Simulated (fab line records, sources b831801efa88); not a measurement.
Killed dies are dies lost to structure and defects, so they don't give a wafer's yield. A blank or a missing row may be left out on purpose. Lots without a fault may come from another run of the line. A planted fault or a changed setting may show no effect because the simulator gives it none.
fab line records | flow sfq_line
record lots=14 wafers=42 last_day=91
route steps=325 shown I7@304
lots that met no fault: from a run of the same line without faults
start_h: hours from the record's first day to the start of the lot's first wafer shown | wait_h: hours since the lot's step before | " the same as in the row above | L1.1+2: a row that stands for several wafers | - no value, or no start given | * or withheld: withheld | < > ~ a bound
route shown NAME@n: a module of which the file shows steps, and the number in the route of the first | usual: mean/standard deviation of fault-free wafers | same: alike in all rows | chamber/n: place in a boat | sites: the reading at each site | _std_site: their standard deviation | _edge_site: outer sites' mean less inner sites' | radius_mm: how far each site lies from the wafer's centre | mask NAME#n: copy n | behind: the tool/chamber that last shaped the wafer | hold: why the lot was held/for how many hours/how that ended | device: the transistor (n, p or np) that didn't switch | end of line: the same wafers' tests at the end of the route | a step without rows: its recipe alone | killed: dies lost to structure and defects at the first sort, not the wafer's yield | map: a wafer's dies, x killed, . not, _ none there
set.NAME: the setting as run; set.NAME@STEP: as run at that earlier step | model.NAME: the simulator's own value behind a step, which no gauge read
steps of the route over a sample of lots; a table a step, a row a wafer
## steps
# step SFQ_TRILAYER_I7_VIA_LITHO_PEB_190
# recipe peb_temp_c=115 peb_time_s=60 resist=KrF
# usual heater_power_total_W=79.15/0.067
# columns lot.wafer tool chamber start_h wait_h heater_power_total_W
L229.1 litho_track-02 0 1893.92 1.0 79.14
L229.4 " 0 " " 79.18
L229.6 " 0 " " 79.14
L232.1 litho_track-01 0 1911.92 1.0 79.15
L232.4 " 0 " " 79.19
L232.6 " 0 " " 79.22
L233.1 litho_track-04 0 1913.12 1.0 79.17
L233.4 " 0 " " 79.15
L233.6 " 0 " " 79.16
L234.2 litho_track-02 0 1916.74 0.8 79.07
L234.3 " 0 " " 79.03
L234.5 " 0 " " 79.13
L236.1 litho_track-04 0 1920.32 1.0 79.21
L236.2 " 0 " " 79.04
L236.3 " 0 " " 79.09
L238.4 litho_track-02 0 2040.67 0.5 79.01
L238.5 " 0 " " 79.19
L238.6 " 0 " " 79.15
L240.1 litho_track-04 0 2042.36 1.0 79.17
L240.2 " 0 " " 79.21
L240.5 " 0 " " 79.17
L241.3 litho_track-01 0 2126.92 0.7 79.16
L241.5 " 0 " " 79.18
L241.6 " 0 " " 79.22
L244.1 litho_track-02 0 2138.87 1.0 95.46
L244.4 " 0 " " 95.42
L244.6 " 0 " " 79.13
L245.1 litho_track-02 0 2143.80 1.0 95.26
L245.3 " 0 " " 79.29
L245.6 " 0 " " 79.22
L246.1 litho_track-04 0 2145.00 1.0 79.09
L246.3 " 0 " " 79.29
L246.6 " 0 " " 79.06
L247.2 litho_track-04 0 2149.82 0.8 79.14
L247.5 " 0 " " 78.97
L247.6 " 0 " " 79.02
L249.2 litho_track-04 0 2173.94 0.8 79.20
L249.3 " 0 " " 79.30
L249.6 " 0 " " 79.21
L250.1 litho_track-01 0 2176.31 1.0 79.21
L250.2 " 0 " " 79.20
L250.6 " 0 " " 78.98
## key
first_sign step=SFQ_TRILAYER_I7_VIA_LITHO_PEB_190 reading=heater_power_total_W direction=up sigmas=99+ usual=79.15 struck=95.38
effect none on later readings
met_at SFQ_TRILAYER_I7_VIA_LITHO_PEB_190
struck_lots L244,L245
struck_wafers L244.1,L244.4,L245.1
onset_between 2040.67 2138.87
fault kind=process_parameter_drift tool=litho_track-02 chamber=- onset_h=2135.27 steps=SFQ_TRILAYER_I7_VIA_LITHO_PEB_190 channel=peb_time_s offset=* shape=step end_h=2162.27 scope=struck_wafers_only acts_in=* stated=*
